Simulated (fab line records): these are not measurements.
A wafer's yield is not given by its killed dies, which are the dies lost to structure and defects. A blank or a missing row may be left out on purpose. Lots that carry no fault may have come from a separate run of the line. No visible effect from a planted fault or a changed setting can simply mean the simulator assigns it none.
Comparing a struck lot with a sound one + flow sky130 + 44 steps out of a route of 708
Sound: wafers L758.2, L758.3, L758.5. Wafers L769.1, L769.3, L769.4 were the ones struck. The cause is named last.
Per side, at each step with rows, come the tool, then ch with its chambers, and then its first start. Under that, the readings that differ: sound wafers + struck wafers + difference of the means + sigmas: that difference in standard deviations of wafers without a fault.
alike: same words and numbers on both sides, and readings whose means sit less than 2 such deviations apart. not compared: any withheld reading, any reading some wafer has no value for, any bound like >300 that may hide the same value, and any number with overlapping values for which the record gives no deviation.
Wherever a step has rows on one side only, a row that says differs or no value, or a row with sigmas, the two part there. Non-overlapping numbers with no deviation appear without sigmas and do not part them. A reading that every wafer of one side lacks parts them only if that side has two wafers or more.

SKY_FIELD_ISO_STRIP_16: strips in O2/N2.
  sound on plasma_asher-04 ch 1, day 3 22:59; struck on plasma_asher-04 ch 0,1, day 6 11:23
  alike: drypump_motor_current_A, n2_flow_sccm, oes_product_au, strip_time_to_endpoint_s
  not compared: rf_hours_counter_h
SKY_FIELD_ISO_ETCH_17: etches Si in HBr/Cl2/O2, target depth 342 nm, time 97.7 s.
  sound on rie_si-02 ch 0,2, day 3 23:05; struck on rie_si-01 ch 0,1,2, day 6 11:29
  alike: drypump_motor_current_A, oes_product_au, run_length_s, throttle_valve_pct
  not compared: rf_hours_counter_h
then, 5 steps without rows for these wafers: SKY_FIELD_ISO_WET_ETCH_18 (etches Si3N4 in H3PO4, target depth 25 nm, time 286 s); SKY_FIELD_ISO_CLEAN_19 (cleans in SC1/SC2, time 150 s); SKY_FIELD_ISO_CLEAN_20 (cleans in dHF, time 20 s); SKY_FIELD_ISO_WET_ETCH_21 (etches SiO2 in dHF, target depth 20 nm, time 400 s); SKY_FIELD_ISO_OXIDATION_22 (stabilise 600 s, purge 300 s, target thk 10 nm).
SKY_FIELD_ISO_THK_MEAS_23:
  sound on film_metro-01, day 4 00:54; struck on film_metro-03, day 6 13:50
  alike: FIELD_ISO_OXIDATION_01_THK
then, 1 step without rows for these wafers: SKY_FIELD_ISO_CVD_24 (deposits SiO2, target thk 595 nm, time 99.2 s).
SKY_FIELD_ISO_THK_MEAS_25:
  sound on film_metro-03, day 4 01:02; struck on film_metro-03, day 6 13:58
  alike: FIELD_ISO_CVD_24_THK
then, 1 step without rows for these wafers: SKY_FIELD_ISO_ANNEAL_26 (time 1800 s).
SKY_FIELD_ISO_CMP_27: polishes, stops on Si3N4, t overpolish 16 s, target thk 457.8 nm.
  sound on cmp-01 ch 0,1,3, day 4 02:35; struck on cmp-02 ch 1,2,3, day 6 16:13
  alike: head_pressure_psi, motor_current_A, overpolish_run_s, time_to_endpoint_s
SKY_FIELD_ISO_WET_ETCH_28: etches SiO2 in dHF, target depth 23.7 nm, time 47 s.
  sound on wet_bench-04 ch 1, day 4 02:53; struck on wet_bench-04 ch 3, day 6 16:42
| reading                                    | sound             | struck            | difference | sigmas |
|--------------------------------------------|-------------------|-------------------|------------|--------|
| run_length_s (s)                           | 74 74 74          | 114 114 114       | +40        | +12    |
| model.SiO2_of_FIELD_ISO_CVD_24.thk_nm (nm) | 431.4 433.5 432.4 | 416.3 416.3 416.3 | -16.1      |        |
then, 4 steps without rows for these wafers: SKY_FIELD_ISO_WET_ETCH_29 (etches Si3N4 in H3PO4, target depth 160 nm, time 1825 s); SKY_FIELD_ISO_WET_ETCH_30 (etches SiO2 in dHF, target depth 25 nm, time 50 s); SKY_NWELL_CLEAN_00 (cleans in SC1/SC2, time 150 s); SKY_NWELL_OXIDATION_01 (stabilise 600 s, purge 300 s, target thk 10 nm).
SKY_NWELL_THK_MEAS_02:
  sound on film_metro-01, day 4 04:59; struck on film_metro-04, day 6 19:46
  alike: NWELL_OXIDATION_THK
then, 8 steps without rows for these wafers: SKY_DNWELL_DEHYDRATE_00 (time 60 s); SKY_DNWELL_HMDS_01 (prime time 60 s); SKY_DNWELL_COAT_02 (resist thk 3051 nm); SKY_DNWELL_SOFTBAKE_03; SKY_DNWELL_EXPOSE_04 (exposes mask DNM, target cd 3000 nm); SKY_DNWELL_PEB_05; SKY_DNWELL_DEVELOP_06 (develop time 60 s); SKY_DNWELL_IMPLANT_07.
SKY_DNWELL_STRIP_08: strips in O2/N2.
  sound on plasma_asher-01 ch 0,1, day 4 21:46; struck on plasma_asher-03 ch 0,1, day 7 14:39
  alike: drypump_motor_current_A, n2_flow_sccm, oes_product_au, strip_time_to_endpoint_s
  not compared: rf_hours_counter_h
SKY_DNWELL_TW_MEAS_09:
  sound on film_metro-04, day 4 21:52; struck on film_metro-03, day 7 14:46
  alike: DNWELL_TW
then, 7 steps without rows for these wafers: SKY_PWDE_DEHYDRATE_00 (time 60 s); SKY_PWDE_HMDS_01 (prime time 60 s); SKY_PWDE_COAT_02 (resist thk 3000 nm); SKY_PWDE_SOFTBAKE_03; SKY_PWDE_EXPOSE_04 (exposes mask PWDEM, target cd 840 nm); SKY_PWDE_PEB_05; SKY_PWDE_DEVELOP_06 (develop time 60 s).
SKY_PWDE_OVL_MEAS_07:
  sound on overlay-02, day 5 15:04; struck on overlay-02, day 8 10:31
  alike: PWDE_OVL
after that, 1 step had no rows for these wafers: SKY_PWDE_IMPLANT_08.
SKY_PWDE_STRIP_09: strips in O2/N2.
  sound on plasma_asher-02 ch 1, day 5 15:15; struck on plasma_asher-02 ch 0,1, day 8 10:42
  alike: drypump_motor_current_A, n2_flow_sccm, oes_product_au, strip_time_to_endpoint_s
  not compared: rf_hours_counter_h
SKY_PWDE_TW_MEAS_10:
  sound on film_metro-04, day 5 15:22; struck on film_metro-03, day 8 10:48
  alike: PWDE_TW
then, 3 steps without rows for these wafers: SKY_NWELL_DEHYDRATE_03 (time 60 s); SKY_NWELL_HMDS_04 (prime time 60 s); SKY_NWELL_COAT_05 (resist thk 3000 nm).
-- the record jumps here: 26 days lie between the struck wafers' starts before and after (it left off in module NWELL and takes up again in module SALICIDE, whose first step shown is number 361 of the route) --
SKY_SALICIDE_CLEAN_00: cleans in HF-last, time 30 s.
  sound on wet_bench-03 ch 3, day 30 12:34; struck on wet_bench-02 ch 0, day 34 05:07
| reading                                    | sound             | struck            | difference | sigmas |
|--------------------------------------------|-------------------|-------------------|------------|--------|
| model.SiO2_of_FIELD_ISO_CVD_24.thk_nm (nm) | 356.1 358.1 357.1 | 340.8 340.8 340.9 | -16.3      |        |
-- the record jumps here: 16 days lie between the struck wafers' starts before and after (it left off in module SALICIDE and takes up again in module PAD_OPEN, whose first step shown is number 708 of the route) --
SKY_PAD_OPEN_PROBE_99:
  sound on prober-01, day 47 16:12; struck on prober-01, day 50 02:43
| reading                                   | sound                         | struck                        | difference | sigmas |
|-------------------------------------------|-------------------------------|-------------------------------|------------|--------|
| model.etest.res_p_drift_20v.rs_ohm_sq     | 9752 1.047e+04 9869           | 8832 8920 8615                | -1241      |        |
| model.etest.pfet_16v.r_on_ohm_um          | 1.551e+04 1.594e+04 1.544e+04 | 1.501e+04 1.508e+04 1.469e+04 | -7.033e+02 |        |
| model.etest.cap_li_to_poly.c_af_um2       | 95.19 99.59 97.41             | 91.62 93.99 94.42             | -4.05      |        |
| model.etest.field_p.vt_v (V)              | -43.36 -45.14 -43.75          | -39.53 -39.67 -38.22          | +4.94      |        |
| model.etest.field_n.vt_v (V)              | 36.54 36.88 36.63             | 35.41 35.48 34.63             | -1.51      |        |
| model.etest.sram_nfet_pass.off_log10_a_um | -13 -12.92 -12.92             | -12.24 -12.47 -12.38          | +0.58      |        |
| model.etest.sram_nfet_pass.vt_v (V)       | 0.6935 0.6798 0.6818          | 0.6419 0.663 0.6527           | -0.0325    |        |
  alike: killed_at_M0_to_M3, killed_at_M4_up, killed_at_contacts, killed_at_front_end, killed_at_other, killed_dies, killed_open, killed_short
  not compared: model.etest.cap_poly_to_well.c_af_um2

== WHERE THEY PART ==
Within this record, at SKY_FIELD_ISO_WET_ETCH_28 only. Later steps at which nothing parts them and some readings are alike: SKY_NWELL_THK_MEAS_02, SKY_DNWELL_STRIP_08, SKY_DNWELL_TW_MEAS_09, SKY_PWDE_OVL_MEAS_07, SKY_PWDE_STRIP_09, SKY_PWDE_TW_MEAS_10, SKY_PAD_OPEN_PROBE_99.

WHY: what the simulator had put in
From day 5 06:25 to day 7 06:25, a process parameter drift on wet_bench-04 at SKY_FIELD_ISO_WET_ETCH_28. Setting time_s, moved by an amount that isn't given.
